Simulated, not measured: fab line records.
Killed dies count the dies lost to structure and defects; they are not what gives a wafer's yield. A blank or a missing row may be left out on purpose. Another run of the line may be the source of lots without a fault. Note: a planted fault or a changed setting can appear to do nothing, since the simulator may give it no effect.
Matching of chambers | flow sfq line | rie diel-01 running SFQ_TRILAYER_I7_VIA_ETCH_VIA_ETCH_190: 4 sister chambers
The step etches SiO2 in CHF3, stops on Nb, target depth 260 nm. 15 wafers are shown with their chamber, then 7 later ones without.

## EACH WAFER AND ITS CHAMBER
wafer  | chamber | drypump motor current A (A) | oes product au (a.u.)
L650.1 | 0       | 4.9                         | 0.856
L650.2 | 3       | 6.0                         | 0.855
L650.6 | 0       | 4.9                         | 0.847
L653.1 | 3       | 5.9                         | 0.850
L653.2 | 1       | 6.0                         | 0.844
L653.3 | 0       | 4.9                         | 0.863
L655.1 | 1       | 6.0                         | 0.850
L655.3 | 3       | 6.0                         | 0.843
L655.6 | 0       | 4.9                         | 0.848
L657.3 | 3       | 5.9                         | 0.854
L657.5 | 1       | 6.0                         | 0.851
L657.6 | 2       | 6.3                         | 0.849
L658.2 | 2       | 6.3                         | 0.844
L658.3 | 3       | 5.9                         | 0.863
L658.4 | 0       | 4.9                         | 0.860

SIGNATURES (means of the wafers above)
reading                 | chamber 0 | chamber 1 | chamber 2 | chamber 3 | scatter within a chamber
drypump motor current A | 4.900     | 6.000     | 6.300     | 5.940     | 0.033
oes product au          | 0.85480   | 0.84833   | 0.84650   | 0.85300   | 0.00645
Rule: a wafer lies at a distance from a chamber equal to the root of the sum of squares, over the readings, of (its reading less the chamber's mean, divided by the reading's scatter). If the next closest chamber is less than 2 further off than the closest, the wafer can't be placed; otherwise it belongs to the closest. The scatter: take each reading less its chamber's mean, square it, sum over the shown wafers, divide by the number of wafers less the number of chambers, and take the root.

## WAFERS WHOSE CHAMBER IS MISSING
wafer  | drypump motor current A (A) | oes product au (a.u.)
L660.3 | 4.9                         | 0.858
L660.6 | 6.0                         | 0.854
L662.3 | 6.0                         | 0.847
L662.6 | 6.3                         | 0.843
L673.3 | 5.9                         | 0.857
L673.4 | 6.0                         | 0.856
L673.6 | 4.9                         | 0.856

## THE CHAMBER EACH PASSED THROUGH
wafer  | from the rows above     | in truth
L660.3 | 0                       | 0
L660.6 | can't be placed: 1 or 3 | 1
L662.3 | can't be placed: 1 or 3 | 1
L662.6 | 2                       | 2
L673.3 | can't be placed: 3 or 1 | 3
L673.4 | can't be placed: 1 or 3 | 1
L673.6 | 0                       | 0
Correctly placed: 3 of 7. Unplaceable from these rows: 4, with the true chamber sitting among the candidates in 4. Placed wrongly: 0.
